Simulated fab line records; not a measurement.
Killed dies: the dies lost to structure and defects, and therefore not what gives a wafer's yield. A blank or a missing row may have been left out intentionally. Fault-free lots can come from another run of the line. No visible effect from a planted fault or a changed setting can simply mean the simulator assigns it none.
One fault seen from 2 desks + flow sky130 + every desk sees just its own numbers, and what lay behind them comes last

== FROM THE METROLOGY DESK ==
Lot by lot, what the gauges showed, no matter which tool ran the lot: averages of those sampled wafers that carry a number. If a lot's mean is further than 4 standard deviations from the usual mean, the lot is out of limits and carries the mark OUT (the distance appears in the brackets).
Columns: A = PASSIVATION_CVD_00_THK at SKY_PASSIVATION_THK_MEAS_01, usual 89.7 nm
| lot  | first seen here | A    |
|------|-----------------|------|
| L162 | day 43 23:22    | 90.6 |
| L163 | day 44 11:15    | 89.8 |
| L165 | day 45 01:31    | 90.0 |
| L166 | day 45 14:22    | 89.6 |
| L167 | day 45 21:53    | 88.6 |
| L169 | day 46 01:31    | 89.0 |
| L168 | day 46 02:38    | 89.6 |
| L170 | day 46 10:15    | 90.9 |
| L175 | day 47 16:13    | 89.4 |
| L176 | day 47 18:38    | 88.9 |
| L182 | day 48 23:43    | 89.8 |
| L184 | day 49 09:28    | 89.6 |
| L185 | day 49 12:35    | 90.3 |
This desk's verdict: no lot among the 13 shows anything out of limits.

== DESK OF THE TOOL OWNER: plasma asher-03 ==
The tool's own readings at SKY_POLY_GATE_STRIP_18 (strips in O2/N2): means of the sampled wafers that have a number, for each lot that ran on this tool. If a lot's mean is further than 4 standard deviations from the usual mean, the lot is out of limits and carries the mark OUT (the distance appears in the brackets).
Columns: A = drypump motor current A at SKY_POLY_GATE_STRIP_18, usual 5.8 A; B = o2 flow sccm at SKY_POLY_GATE_STRIP_18, usual 2998 sccm; C = oes product au at SKY_POLY_GATE_STRIP_18, usual 0.361 a.u.; D = strip time to endpoint s at SKY_POLY_GATE_STRIP_18, usual 3.16 s
| lot  | first seen here | A   | B    | C     | D    |
|------|-----------------|-----|------|-------|------|
| L165 | day 17 12:38    | 5.1 | 2998 | 0.364 | 3.23 |
| L169 | day 19 02:02    | 5.7 | 2982 | 0.364 | 3.12 |
| L175 | day 21 08:36    | 5.7 | 2984 | 0.363 | 3.16 |
| L176 | day 21 15:21    | 6.0 | 3014 | 0.362 | 3.17 |
This desk's verdict: no lot among the 4 shows anything out of limits.

== PUT TOGETHER ==
At the metrology desk, nothing out of limits was observed.
The tool owner's desk saw nothing out of limits.

== WHAT THE SIMULATOR PUT IN ==
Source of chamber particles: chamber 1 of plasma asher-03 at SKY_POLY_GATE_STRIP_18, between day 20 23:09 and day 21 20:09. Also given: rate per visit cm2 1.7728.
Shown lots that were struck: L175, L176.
